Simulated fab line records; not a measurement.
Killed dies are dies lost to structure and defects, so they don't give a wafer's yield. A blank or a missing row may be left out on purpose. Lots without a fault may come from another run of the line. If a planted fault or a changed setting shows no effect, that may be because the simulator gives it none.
Which tool is to blame? / flow gf180mcu / at 1 step of a route of 602, 14 lots with 42 wafers sampled

## WHAT THE GAUGES READ, wafer by wafer
GF_STI_CD_MEAS_12: target cd 220 nm. Usual: 219.8 nm for cd_nm, sd 1.6.
lot=L820; measured=day 2 11:20; on=cd_sem-02; cd_nm (nm)=216.4 216.2 216.7; flag=
lot=L822; measured=day 2 21:18; on=cd_sem-01; cd_nm (nm)=222.0 221.1 221.1; flag=
lot=L824; measured=day 3 11:58; on=cd_sem-01; cd_nm (nm)=219.7 220.0 220.7; flag=
lot=L825; measured=day 3 19:22; on=cd_sem-02; cd_nm (nm)=220.2 219.1 220.3; flag=
lot=L826; measured=day 3 19:38; on=cd_sem-01; cd_nm (nm)=219.9 219.7 221.3; flag=
lot=L827; measured=day 4 01:46; on=cd_sem-01; cd_nm (nm)=220.2 221.2 219.7; flag=
lot=L828; measured=day 4 04:48; on=cd_sem-01; cd_nm (nm)=220.6 221.9 220.9; flag=
lot=L829; measured=day 4 10:17; on=cd_sem-02; cd_nm (nm)=221.7 222.1 222.1; flag=
lot=L832; measured=day 5 01:55; on=cd_sem-01; cd_nm (nm)=219.6 220.5 218.8; flag=
lot=L833; measured=day 5 06:35; on=cd_sem-02; cd_nm (nm)=219.8 220.7 220.1; flag=
lot=L834; measured=day 5 11:32; on=cd_sem-01; cd_nm (nm)=220.2 219.6 219.4; flag=
lot=L835; measured=day 5 16:35; on=cd_sem-01; cd_nm (nm)=220.1 219.8 220.3; flag=
lot=L836; measured=day 5 22:06; on=cd_sem-01; cd_nm (nm)=222.5 222.2 221.2; flag=
lot=L837; measured=day 6 05:55; on=cd_sem-01; cd_nm (nm)=218.3 219.4 219.7; flag=

## TOOL THAT RAN EACH LOT (tool first, then ch and the chambers of the sampled wafers, then the start)
Record: no process step prior to these readings.

## AS READ BY THE TOOLS THEMSELVES (means over the sampled wafers that have a number; for cases with no such wafer, the mark the record gives instead)
The record holds no such reading with a usual standard deviation.

## THE ANSWER, worked out from the rows above alone
Rule: a lot counts as off when the mean over its wafers that have a number is more than 3 standard deviations away from the usual mean. A lot without any number at a reading at which 4 lots or more have one is off too. Any other lot the step has rows for is counted as sound. After the gauges, taken in route order, come the tools' own readings; for these a lot's mean is taken, as printed above. At the first step where some lot is off, the reading lying furthest off is the one used; lots without a number count as furthest.
Nothing can be told from this: no lot is off at any reading shown.

## WHAT THE SIMULATOR HAD PUT IN
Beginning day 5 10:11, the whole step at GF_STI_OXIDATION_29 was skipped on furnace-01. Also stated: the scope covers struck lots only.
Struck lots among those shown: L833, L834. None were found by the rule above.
